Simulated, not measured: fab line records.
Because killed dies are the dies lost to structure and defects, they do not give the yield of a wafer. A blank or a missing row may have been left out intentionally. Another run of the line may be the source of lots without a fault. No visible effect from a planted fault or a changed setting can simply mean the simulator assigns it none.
A struck lot beside a sound one -- flow sky130 -- 17 out of 708 route steps
Sound: these wafers, L686.1, L686.4, L686.5. The struck wafers were L697.2, L697.5, L697.6. At the end, the cause is stated.
At each step with rows: each side's tool, then ch and its chambers, then its first start. Under that, the readings that differ: sound wafers -- struck wafers -- difference of the means -- sigmas: that difference in standard deviations of wafers without a fault.
alike: readings whose means differ by less than 2 such deviations, and words and numbers that are the same on both sides. not compared: withheld readings, readings that some wafer has no value for, bounds like >300 that may hide the same value, and numbers for which the record gives no deviation and whose values overlap.
A row with sigmas, a row that says differs or no value, or rows on one side alone: a step with any of these is where the two part. Non-overlapping numbers with no deviation appear without sigmas and do not part them. Lack of a reading on every wafer of one side parts them only where that side has two or more wafers.

first, 5 steps without rows for these wafers: SKY_SD_N_COAT_02 (resist thk 1140 nm); SKY_SD_N_SOFTBAKE_03 (time 60 s); SKY_SD_N_EXPOSE_04 (exposes mask NSDM, target cd 380 nm); SKY_SD_N_PEB_05; SKY_SD_N_DEVELOP_06 (develop time 60 s).
SKY_SD_N_CD_MEAS_07: the cd target is 380 nm.
  sound on cd_sem-02 at day 28 06:01; struck on cd_sem-02 at day 31 23:59
  alike: cd_nm
SKY_SD_N_OVL_MEAS_08:
  sound on overlay-01 at day 28 06:08; struck on overlay-01 at day 32 00:05
  alike: SD_N_OVL
then, 2 steps without rows for these wafers: SKY_SD_N_IMPLANT_09; SKY_SD_N_IMPLANT_10.
SKY_SD_N_STRIP_11: strips in O2/N2.
  sound on plasma_asher-02 ch 0,1, day 28 06:28; struck on plasma_asher-03 ch 0,1, day 32 00:25
reading,sound,struck,difference,sigmas
strip_time_to_endpoint_s (s),22.61 22.59 22.63,22.49 22.52 22.52,-0.10,-3
  alike: drypump_motor_current_A, oes_product_au
  not compared: rf_hours_counter_h
SKY_SD_N_TW_MEAS_12:
  sound on film_metro-02 at day 28 06:34; struck on film_metro-01 at day 32 00:32
  alike: SD_N_TW
then, 1 step without rows for these wafers: SKY_SD_N_CLEAN_13 (cleans in SC1/SC2, time 150 s).
SKY_SD_N_RTA_14: time 2 s.
  sound on rtp_anneal-01 ch 0, day 28 06:41; struck on rtp_anneal-02 ch 0, day 32 00:38
  alike: lamp_power_pct, wafer_temp_C_max
SKY_SD_N_RS_MEAS_16: measures by four-point-probe.
  sound on film_metro-03 at day 28 06:52; struck on film_metro-02 at day 32 00:49
reading,sound,struck,difference,sigmas
SD_N_RS (ohm/sq),68.48 68.37 68.52,71.19 71.11 71.18,+2.70,+23
SKY_SD_N_RS_MEAS_17: measures by four-point-probe.
  sound on film_metro-03 at day 28 06:59; struck on film_metro-02 at day 32 00:56
reading,sound,struck,difference,sigmas
SD_P_RS (ohm/sq),146.7 146.2 146.5,161.1 161.1 161.3,+14.7,+35
SKY_SD_N_RS_MEAS_18: measures by four-point-probe.
  sound on film_metro-03 at day 28 07:06; struck on film_metro-02 at day 32 01:04
  alike: RES_XHIGH_RS
-- here the record skips 17 days between the struck wafers' starts before and after, leaving off in module SD_N and picking up in module PAD_OPEN (first step shown: number 708 of the route) --
SKY_PAD_OPEN_PROBE_99:
  sound on prober-02 at day 46 00:46; struck on prober-02 at day 48 16:38
reading,sound,struck,difference,sigmas
model.etest.res_xhigh_po.line_ohm_um,5470 5388 5228,6633 6683 7177,+1469,
model.etest.res_xhigh_po.rs_ohm_sq_rim_less_centre,23.15 35.85 28.46,523.9 537.6 567.2,+513.7,
model.etest.res_xhigh_po.rs_ohm_sq_range,73.67 48.91 51.46,549.8 546.8 602,+508.2,
model.etest.res_xhigh_po.rs_ohm_sq,1921 1905 1842,2356 2388 2483,+520,
model.etest.pfet_01v8.r_on_ohm_um,2881 2895 2870,3066 3104 3057,+194,
model.etest.tip_p.rs_ohm_sq,6922 6923 6915,6956 7008 7020,+75,
model.etest.res_pdiff.line_ohm_um,1356 1341 1352,1462 1452 1446,+104,
model.etest.tip_p.rs_ohm_sq_rim_less_centre,42.43 -110.1 -70.34,69.66 105.1 145.7,+152.82,
  alike: killed_at_M0_to_M3, killed_at_M4_up, killed_at_contacts, killed_at_front_end, killed_at_other, killed_dies, killed_open, killed_short

== WHERE THEY PART ==
At SKY_SD_N_STRIP_11 first; at SKY_SD_N_RS_MEAS_17 last (within this record only). Later steps at which nothing parts them and some readings are alike: SKY_SD_N_RS_MEAS_18, SKY_PAD_OPEN_PROBE_99.

WHY: the cause the simulator had injected
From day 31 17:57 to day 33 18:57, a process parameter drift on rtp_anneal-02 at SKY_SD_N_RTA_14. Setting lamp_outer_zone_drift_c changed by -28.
